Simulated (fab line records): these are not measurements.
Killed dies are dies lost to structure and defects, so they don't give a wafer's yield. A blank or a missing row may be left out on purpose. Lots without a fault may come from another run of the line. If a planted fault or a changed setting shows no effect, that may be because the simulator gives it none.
Which tool did it? :: flow gf180mcu :: 12 lots, 36 wafers sampled, at 5 steps of a route of 602

## WHAT EACH GAUGE READ, for each wafer
GF_V2_THK_MEAS_03.
lot: L229
measured: day 19 04:44
on: film_metro-04
V2_CVD_02_THK (nm): 845 838 845

lot: L233
measured: day 21 04:49
on: film_metro-02
V2_CVD_02_THK (nm): 822 837 848

lot: L235
measured: day 21 17:33
on: film_metro-01
V2_CVD_02_THK (nm): 840 849 851

lot: L243
measured: day 24 19:31
on: film_metro-02
V2_CVD_02_THK (nm): 850 876 857

lot: L244
measured: day 25 00:59
on: film_metro-01
V2_CVD_02_THK (nm): 830 861 853

lot: L245
measured: day 25 17:14
on: film_metro-02
V2_CVD_02_THK (nm): 845 861 873

lot: L246
measured: day 25 22:08
on: film_metro-04
V2_CVD_02_THK (nm): 846 852 844

lot: L249
measured: day 26 21:29
on: film_metro-02
V2_CVD_02_THK (nm): 848 851 856

lot: L248
measured: day 26 21:49
on: film_metro-02
V2_CVD_02_THK (nm): 840 847 851

lot: L250
measured: day 26 22:37
on: film_metro-02
V2_CVD_02_THK (nm): 835 842 854

lot: L251
measured: day 26 23:35
on: film_metro-02
V2_CVD_02_THK (nm): 858 875 872

lot: L252
measured: day 27 17:47
on: film_metro-01
V2_CVD_02_THK (nm): 832 855 846

GF_V3_THK_MEAS_03.
lot: L229
measured: day 21 07:37
on: film_metro-03
V3_CVD_02_THK (nm): 831 841 859

lot: L233
measured: day 23 06:58
on: film_metro-03
V3_CVD_02_THK (nm): 857 845 864

lot: L235
measured: day 23 19:19
on: film_metro-03
V3_CVD_02_THK (nm): 840 887 854

lot: L243
measured: day 26 17:11
on: film_metro-03
V3_CVD_02_THK (nm): 849 860 865

lot: L244
measured: day 27 01:04
on: film_metro-03
V3_CVD_02_THK (nm): 870 863 880

lot: L245
measured: day 27 13:47
on: film_metro-04
V3_CVD_02_THK (nm): 841 846 854

lot: L246
measured: day 27 19:01
on: film_metro-03
V3_CVD_02_THK (nm): 854 851 862

lot: L249
measured: day 28 17:32
on: film_metro-01
V3_CVD_02_THK (nm): 857 848 862

lot: L248
measured: day 28 18:10
on: film_metro-04
V3_CVD_02_THK (nm): 852 842 865

lot: L250
measured: day 28 17:58
on: film_metro-04
V3_CVD_02_THK (nm): 836 852 858

lot: L251
measured: day 28 18:46
on: film_metro-01
V3_CVD_02_THK (nm): 852 847 863

lot: L252
measured: day 29 12:04
on: film_metro-04
V3_CVD_02_THK (nm): 841 854 848

GF_V3_OVL_MEAS_15.
lot: L229
measured: day 22 07:44
on: overlay-01
V3_OVL (nm): 3 -1 0

lot: L233
measured: day 24 06:04
on: overlay-02
V3_OVL (nm): 9 3 1

lot: L235
measured: day 24 19:38
on: overlay-01
V3_OVL (nm): 6 11 7

lot: L243
measured: day 27 13:55
on: overlay-01
V3_OVL (nm): 19 15 8

lot: L244
measured: day 27 22:03
on: overlay-02
V3_OVL (nm): -1 -3 0

lot: L245
measured: day 28 10:23
on: overlay-01
V3_OVL (nm): 4 8 7

lot: L246
measured: day 28 15:23
on: overlay-02
V3_OVL (nm): 7 4 5

lot: L249
measured: day 29 12:59
on: overlay-01
V3_OVL (nm): -1 -7 -4

lot: L248
measured: day 29 13:41
on: overlay-01
V3_OVL (nm): 2 -8 2

lot: L250
measured: day 29 13:07
on: overlay-01
V3_OVL (nm): 1 0 -5

lot: L251
measured: day 29 14:31
on: overlay-02
V3_OVL (nm): -1 4 -1

lot: L252
measured: day 30 08:19
on: overlay-01
V3_OVL (nm): 4 10 7

## EACH LOT AND THE TOOL THAT RAN IT (in order: tool; ch and the chambers of the sampled wafers; start)
lot: L229
GF_V3_CVD_02: pecvd-02 ch 1,2, day 21 07:33
GF_V3_CMP_04: cmp-01 ch 0,1,2, day 21 07:41

lot: L233
GF_V3_CVD_02: pecvd-03 ch 0,2, day 23 06:53
GF_V3_CMP_04: cmp-02 ch 0,1,2, day 23 07:01

lot: L235
GF_V3_CVD_02: pecvd-01 ch 0,2, day 23 19:14
GF_V3_CMP_04: cmp-02 ch 0,1,3, day 23 19:25

lot: L243
GF_V3_CVD_02: pecvd-03 ch 1,2, day 26 17:06
GF_V3_CMP_04: cmp-02 ch 2,3, day 26 17:31

lot: L244
GF_V3_CVD_02: pecvd-01 ch 0,2, day 27 00:56
GF_V3_CMP_04: cmp-02 ch 2,3, day 27 01:07

lot: L245
GF_V3_CVD_02: pecvd-02 ch 0,2, day 27 13:43
GF_V3_CMP_04: cmp-02 ch 0,1,3, day 27 13:51

lot: L246
GF_V3_CVD_02: pecvd-01 ch 0,2, day 27 18:56
GF_V3_CMP_04: cmp-02 ch 0,1,2, day 27 19:04

lot: L249
GF_V3_CVD_02: pecvd-01 ch 0,1,2, day 28 17:28
GF_V3_CMP_04: cmp-02 ch 0,1,3, day 28 17:35

lot: L248
GF_V3_CVD_02: pecvd-03 ch 0,1,2, day 28 18:06
GF_V3_CMP_04: cmp-02 ch 0,3, day 28 18:14

lot: L250
GF_V3_CVD_02: pecvd-02 ch 0,1, day 28 17:53
GF_V3_CMP_04: cmp-01 ch 1,2, day 28 18:01

lot: L251
GF_V3_CVD_02: pecvd-02 ch 0,1,2, day 28 18:42
GF_V3_CMP_04: cmp-02 ch 0,2,3, day 28 18:50

lot: L252
GF_V3_CVD_02: pecvd-01 ch 0,2, day 29 11:59
GF_V3_CMP_04: cmp-02 ch 2,3, day 29 12:27
- GF_V3_CVD_02: deposits SiO2 from TEOS, target thk 850 nm, time 94.851 s.
- GF_V3_CMP_04: polishes SiO2.

## WHAT THE TOOLS THEMSELVES READ (means of the sampled wafers that have a number; where no wafer has one, the mark that the record gives instead)
GF_V3_CVD_02.
lot: L229
tool: pecvd-02
heater_power_w (W): 684
rf_fwd_power_W (W): 595.5

lot: L233
tool: pecvd-03
heater_power_w (W): 701
rf_fwd_power_W (W): 596.6

lot: L235
tool: pecvd-01
heater_power_w (W): 534
rf_fwd_power_W (W): 627.0

lot: L243
tool: pecvd-03
heater_power_w (W): 776
rf_fwd_power_W (W): 598.0

lot: L244
tool: pecvd-01
heater_power_w (W): 530
rf_fwd_power_W (W): 594.7

lot: L245
tool: pecvd-02
heater_power_w (W): 590
rf_fwd_power_W (W): 597.3

lot: L246
tool: pecvd-01
heater_power_w (W): 557
rf_fwd_power_W (W): 596.7

lot: L249
tool: pecvd-01
heater_power_w (W): 526
rf_fwd_power_W (W): 597.7

lot: L248
tool: pecvd-03
heater_power_w (W): 798
rf_fwd_power_W (W): 596.2

lot: L250
tool: pecvd-02
heater_power_w (W): 608
rf_fwd_power_W (W): 597.5

lot: L251
tool: pecvd-02
heater_power_w (W): 606
rf_fwd_power_W (W): 596.9

lot: L252
tool: pecvd-01
heater_power_w (W): 506
rf_fwd_power_W (W): 595.8

GF_V3_CMP_04.
lot: L229
tool: cmp-01
head_pressure_psi (psi): 4.004
motor_current_A (A): 12.4
slurry_flow_ml_min: 150.0
time_to_endpoint_s (s): 78

lot: L233
tool: cmp-02
head_pressure_psi (psi): 4.006
motor_current_A (A): 11.3
slurry_flow_ml_min: 150.0
time_to_endpoint_s (s): 84

lot: L235
tool: cmp-02
head_pressure_psi (psi): 4.002
motor_current_A (A): 10.4
slurry_flow_ml_min: 150.5
time_to_endpoint_s (s): 87

lot: L243
tool: cmp-02
head_pressure_psi (psi): 3.994
motor_current_A (A): 12.4
slurry_flow_ml_min: 149.9
time_to_endpoint_s (s): 83

lot: L244
tool: cmp-02
head_pressure_psi (psi): 4.005
motor_current_A (A): 11.9
slurry_flow_ml_min: 150.1
time_to_endpoint_s (s): 90

lot: L245
tool: cmp-02
head_pressure_psi (psi): 3.999
motor_current_A (A): 10.3
slurry_flow_ml_min: 149.7
time_to_endpoint_s (s): 79

lot: L246
tool: cmp-02
head_pressure_psi (psi): 3.999
motor_current_A (A): 11.2
slurry_flow_ml_min: 149.6
time_to_endpoint_s (s): 85

lot: L249
tool: cmp-02
head_pressure_psi (psi): 3.998
motor_current_A (A): 10.3
slurry_flow_ml_min: 149.8
time_to_endpoint_s (s): 84

lot: L248
tool: cmp-02
head_pressure_psi (psi): 4.010
motor_current_A (A): 8.7
slurry_flow_ml_min: 150.2
time_to_endpoint_s (s): 87

lot: L250
tool: cmp-01
head_pressure_psi (psi): 3.995
motor_current_A (A): 12.6
slurry_flow_ml_min: 150.1
time_to_endpoint_s (s): 83

lot: L251
tool: cmp-02
head_pressure_psi (psi): 4.002
motor_current_A (A): 10.2
slurry_flow_ml_min: 150.3
time_to_endpoint_s (s): 84

lot: L252
tool: cmp-02
head_pressure_psi (psi): 3.999
motor_current_A (A): 12.1
slurry_flow_ml_min: 150.1
time_to_endpoint_s (s): 85

## THE ANSWER, worked out from the rows above alone
Rule: the usual values come from the lots themselves. Put in order of their means at a reading, lots are off if they are a third of the lots or fewer, leave a main group of 4 or more, and stand apart from it by a gap of 3 or more times the standard deviation of the main group's means; of several such gaps the widest counts. A main group whose means are all the same, to the digits that the tables above print for the reading, isn't used. A lot without any number at a reading at which 4 lots or more have one is off too. The other lots that the step has rows for count as sound. After the gauges, taken in route order, come the tools' own readings; for these a lot's mean is taken, as printed above. At the first step where some lot is off, the reading lying furthest off is the one used; lots without a number count as furthest.
Off, at GF_V3_CVD_02 on rf_fwd_power_W: L235. The main group has a mean of 596.6 W with a standard deviation of 0.96.
If a tool, at that step or one of the process steps before it, ran each lot that is off and ran no sound lot following the first of them, it fits. Not one of the candidates tried fits.

## WHAT HAD BEEN PUT IN BY THE SIMULATOR
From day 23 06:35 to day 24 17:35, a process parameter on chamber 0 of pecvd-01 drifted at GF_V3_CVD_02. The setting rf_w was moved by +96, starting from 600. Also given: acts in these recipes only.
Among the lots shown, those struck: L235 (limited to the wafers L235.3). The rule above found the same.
